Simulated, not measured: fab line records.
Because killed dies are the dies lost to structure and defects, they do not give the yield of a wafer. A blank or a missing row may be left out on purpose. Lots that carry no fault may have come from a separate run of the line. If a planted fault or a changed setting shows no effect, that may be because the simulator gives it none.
Matching of chambers || flow sky130 || SKY_FIELD_ISO_ETCH_15 on rie diel-03 has 4 sister chambers
The step etches the open film in CHF3/O2, stops on Si, target depth 180 nm, time 72 s. 14 wafers are shown with their chamber, then 7 later ones without.

== WAFERS, EACH WITH ITS CHAMBER ==
{"wafer": "L074.2", "chamber": 3, "drypump motor current A (A)": 5.8, "throttle valve pct (%)": 8.845, "oes product au (a.u.)": 0.964}
{"wafer": "L074.4", "chamber": 1, "drypump motor current A (A)": 4.7, "throttle valve pct (%)": 8.839, "oes product au (a.u.)": 0.949}
{"wafer": "L074.5", "chamber": 1, "drypump motor current A (A)": 4.7, "throttle valve pct (%)": 8.858, "oes product au (a.u.)": 0.943}
{"wafer": "L077.1", "chamber": 1, "drypump motor current A (A)": 4.7, "throttle valve pct (%)": 8.845, "oes product au (a.u.)": 0.946}
{"wafer": "L077.2", "chamber": 0, "drypump motor current A (A)": 5.1, "throttle valve pct (%)": 8.847, "oes product au (a.u.)": 0.956}
{"wafer": "L077.4", "chamber": 3, "drypump motor current A (A)": 5.9, "throttle valve pct (%)": 8.836, "oes product au (a.u.)": 0.946}
{"wafer": "L080.2", "chamber": 1, "drypump motor current A (A)": 4.7, "throttle valve pct (%)": 8.835, "oes product au (a.u.)": 0.947}
{"wafer": "L080.3", "chamber": 0, "drypump motor current A (A)": 5.1, "throttle valve pct (%)": 8.853, "oes product au (a.u.)": 0.945}
{"wafer": "L080.4", "chamber": 3, "drypump motor current A (A)": 5.8, "throttle valve pct (%)": 8.852, "oes product au (a.u.)": 0.947}
{"wafer": "L082.1", "chamber": 2, "drypump motor current A (A)": 5.9, "throttle valve pct (%)": 8.835, "oes product au (a.u.)": 0.940}
{"wafer": "L082.2", "chamber": 1, "drypump motor current A (A)": 4.7, "throttle valve pct (%)": 8.841, "oes product au (a.u.)": 0.943}
{"wafer": "L082.3", "chamber": 0, "drypump motor current A (A)": 5.1, "throttle valve pct (%)": 8.847, "oes product au (a.u.)": 0.942}
{"wafer": "L082.4", "chamber": 3, "drypump motor current A (A)": 5.8, "throttle valve pct (%)": 8.835, "oes product au (a.u.)": 0.937}
{"wafer": "L082.5", "chamber": 1, "drypump motor current A (A)": 4.7, "throttle valve pct (%)": 8.851, "oes product au (a.u.)": 0.938}

SIGNATURES, as means of the wafers listed above
{"reading": "drypump motor current A", "chamber 0": 5.100, "chamber 1": 4.700, "chamber 2": 5.900, "chamber 3": 5.825, "scatter within a chamber": 0.0274}
{"reading": "throttle valve pct", "chamber 0": 8.84900, "chamber 1": 8.84483, "chamber 2": 8.83500, "chamber 3": 8.84200, "scatter within a chamber": 0.00758}
{"reading": "oes product au", "chamber 0": 0.94767, "chamber 1": 0.94433, "chamber 2": 0.94000, "chamber 3": 0.94850, "scatter within a chamber": 0.00752}
Rule: distance of a wafer from a chamber = root of the sum over the readings of ((wafer's reading minus chamber's mean) / reading's scatter) squared. If the next closest chamber is less than 2 further off than the closest, the wafer can't be placed; otherwise it belongs to the closest. How the scatter is found: for the shown wafers, subtract from each reading the mean of its chamber, square and add these, divide the total by (wafers less chambers), then take the root.

== WAFERS WITHOUT THEIR CHAMBER ==
{"wafer": "L082.6", "drypump motor current A (A)": 6.0, "throttle valve pct (%)": 8.846, "oes product au (a.u.)": 0.946}
{"wafer": "L084.1", "drypump motor current A (A)": 5.8, "throttle valve pct (%)": 8.845, "oes product au (a.u.)": 0.941}
{"wafer": "L084.2", "drypump motor current A (A)": 5.9, "throttle valve pct (%)": 8.853, "oes product au (a.u.)": 0.949}
{"wafer": "L084.6", "drypump motor current A (A)": 4.7, "throttle valve pct (%)": 8.848, "oes product au (a.u.)": 0.945}
{"wafer": "L097.1", "drypump motor current A (A)": 5.9, "throttle valve pct (%)": 8.853, "oes product au (a.u.)": 0.947}
{"wafer": "L097.3", "drypump motor current A (A)": 4.7, "throttle valve pct (%)": 8.853, "oes product au (a.u.)": 0.951}
{"wafer": "L097.5", "drypump motor current A (A)": 4.8, "throttle valve pct (%)": 8.851, "oes product au (a.u.)": 0.949}

== WHICH CHAMBER EACH ONE RAN IN ==
{"wafer": "L082.6", "from the rows above": 2, "in truth": 2}
{"wafer": "L084.1", "from the rows above": 3, "in truth": 3}
{"wafer": "L084.2", "from the rows above": "can't be placed: 2 or 3", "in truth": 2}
{"wafer": "L084.6", "from the rows above": 1, "in truth": 1}
{"wafer": "L097.1", "from the rows above": "can't be placed: 2 or 3", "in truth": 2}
{"wafer": "L097.3", "from the rows above": 1, "in truth": 1}
{"wafer": "L097.5", "from the rows above": 1, "in truth": 1}
5 of 7 placed correctly. Can't be placed from these rows: 2 (the true chamber is among the candidates in 2). Wrongly placed: 0.
